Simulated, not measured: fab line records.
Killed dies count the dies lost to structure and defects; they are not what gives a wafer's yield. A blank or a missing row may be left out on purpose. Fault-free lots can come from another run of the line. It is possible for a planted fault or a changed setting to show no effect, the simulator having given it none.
A lot that was struck, set against a sound lot	flow sky130	42 out of 708 route steps
Sound: these wafers, L837.1, L837.4, L837.6. The struck wafers were L824.1, L824.2, L824.4. The cause is named last.
Per side, at each step with rows, come the tool, then ch with its chambers, and then its first start. Under that, the readings that differ: sound wafers	struck wafers	difference of the means	sigmas: that difference in standard deviations of wafers without a fault.
alike: readings whose means differ by less than 2 such deviations, and words and numbers that are the same on both sides. not compared: withheld readings, readings that some wafer has no value for, bounds like >300 that may hide the same value, and numbers for which the record gives no deviation and whose values overlap.
The two part at a step that has a row with sigmas, a row that says differs or no value, or rows on one side only. Numbers that don't overlap but have no deviation are shown without sigmas and don't part them. Lack of a reading on every wafer of one side parts them only where that side has two or more wafers.

SKY_NWELL_RS_MEAS_29: measures by four-point-probe.
  sound on filmMetro-04, day 9 19:32; struck on filmMetro-03, day 6 12:31
  alike: NWELL_RS
SKY_NWELL_RS_MEAS_31: measures by four-point-probe.
  sound on filmMetro-04, day 9 19:47; struck on filmMetro-03, day 6 12:45
  alike: PWDE_RS
then, 7 steps without rows for these wafers: SKY_VT_ADJUST_HVTP_DEHYDRATE_00 (time 60 s); SKY_VT_ADJUST_HVTP_HMDS_01 (prime time 60 s); SKY_VT_ADJUST_HVTP_COAT_02 (resist thk 1140 nm); SKY_VT_ADJUST_HVTP_SOFTBAKE_03 (time 60 s); SKY_VT_ADJUST_HVTP_EXPOSE_04 (exposes mask HVTPM, target cd 380 nm); SKY_VT_ADJUST_HVTP_PEB_05; SKY_VT_ADJUST_HVTP_DEVELOP_06 (develop time 60 s).
SKY_VT_ADJUST_HVTP_CD_MEAS_07: the cd target is 380 nm.
  sound on cdSem-01, day 10 18:52; struck on cdSem-01, day 7 10:34
reading	sound	struck	difference	sigmas
cdNm (nm)	376.8 377.7 375.0	381.4 381.7 382.7	+5.4	+2
SKY_VT_ADJUST_HVTP_OVL_MEAS_08:
  sound on overlay-01, day 10 18:59; struck on overlay-01, day 7 10:41
  alike: VT_ADJUST_HVTP_OVL
SKY_VT_ADJUST_HVTP_IMPLANT_09:
  sound on implanter-01 ch 0, day 10 19:01; struck on implanter-04 ch 0, day 7 10:44
  alike: doseIonsCm2
SKY_VT_ADJUST_HVTP_STRIP_10: strips in O2/N2.
  sound on plasmaAsher-01 ch 0,1, day 10 19:10; struck on plasmaAsher-04 ch 0,1, day 7 10:53
reading	sound	struck	difference	sigmas
drypumpMotorCurrentA (A)	5.1 5.3 5.3	5.9 5.9 5.9	+0.7	+2
  alike: oesProductAu, stripTimeToEndpointS
  not compared: rfHoursCounterH
SKY_VT_ADJUST_HVTP_TW_MEAS_11:
  sound on filmMetro-03, day 10 19:16; struck on filmMetro-02, day 7 10:59
  alike: VT_ADJUST_HVTP_TW
then, 7 steps without rows for these wafers: SKY_VT_ADJUST_LVTN_DEHYDRATE_00 (time 60 s); SKY_VT_ADJUST_LVTN_HMDS_01 (prime time 60 s); SKY_VT_ADJUST_LVTN_COAT_02 (resist thk 3000 nm); SKY_VT_ADJUST_LVTN_SOFTBAKE_03; SKY_VT_ADJUST_LVTN_EXPOSE_04 (exposes mask NWM COMPLEMENT LESS NATIVE, target cd 840 nm); SKY_VT_ADJUST_LVTN_PEB_05; SKY_VT_ADJUST_LVTN_DEVELOP_06 (develop time 60 s).
SKY_VT_ADJUST_LVTN_OVL_MEAS_07:
  sound on overlay-02, day 11 16:59; struck on overlay-02, day 8 09:59
reading	sound	struck	difference	sigmas
VT_ADJUST_LVTN_OVL (nm)	-3.3 -3.0 -2.0	1.1 0.8 0.1	+3.4	+2
next, for these wafers, 1 step has no rows: SKY_VT_ADJUST_LVTN_IMPLANT_08.
SKY_VT_ADJUST_LVTN_STRIP_09: strips in O2/N2.
  sound on plasmaAsher-03 ch 0,1, day 11 17:10; struck on plasmaAsher-01 ch 0,1, day 8 10:11
reading	sound	struck	difference	sigmas
stripTimeToEndpointS (s)	37.10 37.02 37.07	36.70 36.68 36.80	-0.34	-3
  alike: drypumpMotorCurrentA, oesProductAu
  not compared: rfHoursCounterH
SKY_VT_ADJUST_LVTN_TW_MEAS_10:
  sound on filmMetro-02, day 11 17:16; struck on filmMetro-04, day 8 10:17
  alike: VT_ADJUST_LVTN_TW
then, 7 steps without rows for these wafers: SKY_VT_ADJUST_LVTN_DEHYDRATE_11 (time 60 s); SKY_VT_ADJUST_LVTN_HMDS_12 (prime time 60 s); SKY_VT_ADJUST_LVTN_COAT_13 (resist thk 1140 nm); SKY_VT_ADJUST_LVTN_SOFTBAKE_14 (time 60 s); SKY_VT_ADJUST_LVTN_EXPOSE_15 (exposes mask HVN STD DERIVED, target cd 600 nm); SKY_VT_ADJUST_LVTN_PEB_16; SKY_VT_ADJUST_LVTN_DEVELOP_17 (develop time 60 s).
SKY_VT_ADJUST_LVTN_OVL_MEAS_18:
  sound on overlay-02, day 12 16:28; struck on overlay-01, day 9 09:44
  alike: VT_ADJUST_LVTN_01_OVL
next, for these wafers, 1 step has no rows: SKY_VT_ADJUST_LVTN_IMPLANT_19.
SKY_VT_ADJUST_LVTN_STRIP_20: strips in O2/N2.
  sound on plasmaAsher-01 ch 0, day 12 16:39; struck on plasmaAsher-02 ch 0,1, day 9 09:56
reading	sound	struck	difference	sigmas
drypumpMotorCurrentA (A)	5.06 5.08 5.08	5.69 5.95 5.69	+0.70	+4
  alike: oesProductAu, stripTimeToEndpointS
  not compared: rfHoursCounterH
SKY_VT_ADJUST_LVTN_TW_MEAS_21:
  sound on filmMetro-04, day 12 16:45; struck on filmMetro-02, day 9 10:02
  alike: VT_ADJUST_LVTN_2_TW
then, 5 steps without rows for these wafers: SKY_VT_ADJUST_NCORE_DEHYDRATE_00 (time 60 s); SKY_VT_ADJUST_NCORE_HMDS_01 (prime time 60 s); SKY_VT_ADJUST_NCORE_COAT_02 (resist thk 1140 nm); SKY_VT_ADJUST_NCORE_SOFTBAKE_03 (time 60 s); SKY_VT_ADJUST_NCORE_EXPOSE_04 (exposes mask LVTN COMPLEMENT THIN, target cd 380 nm).
-- here the record skips 38 days between the struck wafers' starts before and after, leaving off in module VT_ADJUST_NCORE and picking up in module PAD_OPEN (first step shown: number 708 of the route) --
SKY_PAD_OPEN_PROBE_99:
  sound on prober-02, day 50 07:30; struck on prober-01, day 47 13:09
reading	sound	struck	difference	sigmas
model.etest.tipP.rsOhmSqRange	211.1 193.2 122.1	764.9 620.3 702.6	+520.5	
model.etest.pfet_01v8.driveUaUmRange	6.309 5.407 7.208	27.63 29.46 29.06	+22.41	
model.etest.pfet_01v8.vtVRange	0.005096 0.008139 0.006383	0.1009 0.103 0.09816	+0.0941	
  alike: killed_at_M0_to_M3, killed_at_M4_up, killedAtContacts, killedAtFrontEnd, killedAtOther, killedDies, killedOpen, killedShort

## WHERE THEY PART
First at SKY_VT_ADJUST_HVTP_CD_MEAS_07; last, within this record, at SKY_VT_ADJUST_LVTN_STRIP_20. Later steps at which nothing parts them and some readings are alike: SKY_VT_ADJUST_LVTN_TW_MEAS_21, SKY_PAD_OPEN_PROBE_99.

WHY: the cause the simulator had injected
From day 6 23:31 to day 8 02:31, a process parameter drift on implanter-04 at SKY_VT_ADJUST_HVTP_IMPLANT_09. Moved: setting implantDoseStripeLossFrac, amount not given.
